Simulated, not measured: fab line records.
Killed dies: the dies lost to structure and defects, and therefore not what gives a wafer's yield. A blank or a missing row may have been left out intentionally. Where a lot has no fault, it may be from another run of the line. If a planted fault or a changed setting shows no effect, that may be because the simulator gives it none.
Which tool did it?    flow sky130    13 lots with 39 wafers sampled at 4 steps, on a route of 708 steps

WHAT EACH GAUGE READ, for each wafer
SKY_FIELD_ISO_THK_MEAS_25. Usual: FIELD_ISO_CVD_24_THK 597 nm, standard deviation 6.8.
lot   measured     on             FIELD_ISO_CVD_24_THK (nm)  flag
L988  day 2 08:37  film_metro-01  600 604 595                
L989  day 2 14:12  film_metro-01  596 602 594                
L990  day 2 17:05  film_metro-04  602 596 601                
L991  day 2 21:31  film_metro-04  595 594 601                
L992  day 3 04:37  film_metro-04  591 593 590                
L993  day 3 09:32  film_metro-03  591 594 596                
L100  day 5 01:35  film_metro-03  601 600 603                
L101  day 5 05:38  film_metro-03  601 590 605                
L102  day 5 08:18  film_metro-04  602 609 613                
L105  day 6 05:05  film_metro-03  597 596 593                
L106  day 6 07:58  film_metro-03  604 602 588                
L110  day 7 04:44  film_metro-03  596 602 591                
L111  day 7 05:56  film_metro-01  583 584 585                

SKY_VT_ADJUST_NCORE_OVL_MEAS_08. Usual: VT_ADJUST_NCORE_OVL -0.2 nm, standard deviation 1.5.
lot   measured      on          VT_ADJUST_NCORE_OVL (nm)  flag
L988  day 8 16:22   overlay-01  -1.2 0.6 0.2              
L989  day 8 22:29   overlay-02  2.2 1.7 2.3               
L990  day 9 00:02   overlay-02  1.3 0.4 0.3               
L991  day 9 10:11   overlay-01  0.3 -1.3 -0.4             
L992  day 9 17:22   overlay-02  -0.2 1.9 1.4              
L993  day 9 21:22   overlay-02  -2.8 -2.7 -3.8            
L100  day 12 10:22  overlay-01  -0.7 -0.3 -0.2            
L101  day 12 15:24  overlay-01  0.5 -0.2 -1.3             
L102  day 12 17:15  overlay-01  0.8 1.0 0.5               
L105  day 13 21:17  overlay-01  1.0 0.4 0.7               
L106  day 14 05:20  overlay-02  -2.0 0.3 0.1              
L110  day 15 04:24  overlay-02  -0.8 -0.7 -1.9            
L111  day 15 09:02  overlay-01  0.2 -2.0 0.0              

SKY_VT_ADJUST_HVTR_CD_MEAS_07: the cd target is 380 nm. Usual: cd_nm 379.8 nm, standard deviation 2.4.
lot   measured      on         cd_nm (nm)         flag
L988  day 9 13:56   cd_sem-02  383.3 380.0 381.2  
L989  day 9 20:30   cd_sem-02  375.6 377.5 378.9  
L990  day 9 21:53   cd_sem-01  378.9 379.4 380.7  
L991  day 10 08:18  cd_sem-02  376.2 377.1 377.5  
L992  day 10 16:07  cd_sem-01  380.7 380.3 381.2  
L993  day 10 20:20  cd_sem-02  382.0 381.6 381.0  
L100  day 13 10:44  cd_sem-02  259.6 261.5 257.7  OFF
L101  day 13 16:44  cd_sem-02  263.0 261.7 263.3  OFF
L102  day 13 18:44  cd_sem-01  379.7 380.9 380.8  
L105  day 14 23:14  cd_sem-02  382.0 380.6 383.4  
L106  day 15 07:46  cd_sem-01  382.9 380.5 382.5  
L110  day 16 08:18  cd_sem-02  379.7 382.3 382.0  
L111  day 16 12:14  cd_sem-01  377.4 380.1 378.0  

EACH LOT AND THE TOOL THAT RAN IT (in order: tool; ch and the chambers of the sampled wafers; start)
lot   SKY_VT_ADJUST_HVTR_DEVELOP_06
L988  litho_track-01 ch 0, day 9 13:47
L989  litho_track-04 ch 0, day 9 20:21
L990  litho_track-01 ch 0, day 9 21:44
L991  litho_track-04 ch 0, day 10 08:09
L992  litho_track-03 ch 0, day 10 15:58
L993  litho_track-04 ch 0, day 10 20:11
L100  litho_track-01 ch 0, day 13 10:35
L101  litho_track-01 ch 0, day 13 16:35
L102  litho_track-04 ch 0, day 13 18:35
L105  litho_track-04 ch 0, day 14 23:05
L106  litho_track-04 ch 0, day 15 07:38
L110  litho_track-04 ch 0, day 16 08:09
L111  litho_track-03 ch 0, day 16 12:05
- SKY_VT_ADJUST_HVTR_DEVELOP_06: develop time 60 s.

AS READ BY THE TOOLS THEMSELVES (means over the sampled wafers that have a number; for cases with no such wafer, the mark the record gives instead)
The record holds no such reading with a usual standard deviation.

THE ANSWER, worked out from the rows above alone
Rule: a lot is off if the mean of its wafers that have a number lies more than 3 standard deviations from the usual mean. Also off: a lot with no number at a reading for which 4 or more lots have one. The other lots that the step has rows for count as sound. First the gauges in route order, then the tools' own readings, where a lot's mean is used as printed above. The first step at which some lot is off is used, and at that step the reading that is off furthest; a lot without a number counts as furthest.
Off: L100, L101, at SKY_VT_ADJUST_HVTR_CD_MEAS_07 (cd_nm).
A tool fits if, at a process step before that reading, it ran every lot that is off, and no sound lot after the first of them. Those tools and the gauges at SKY_VT_ADJUST_HVTR_CD_MEAS_07 are tried in the same way. One candidate fits, namely litho_track-01 at SKY_VT_ADJUST_HVTR_DEVELOP_06. A fault onset in the window from L990 (day 9 21:44, its last sound lot) to L100 (day 13 10:35, its first lot off) fits.

WHAT THE SIMULATOR PUT IN
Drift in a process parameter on litho_track-01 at SKY_VT_ADJUST_HVTR_DEVELOP_06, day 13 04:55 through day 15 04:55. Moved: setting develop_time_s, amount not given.
Struck lots among those shown: L100, L101. The rule above found the same.
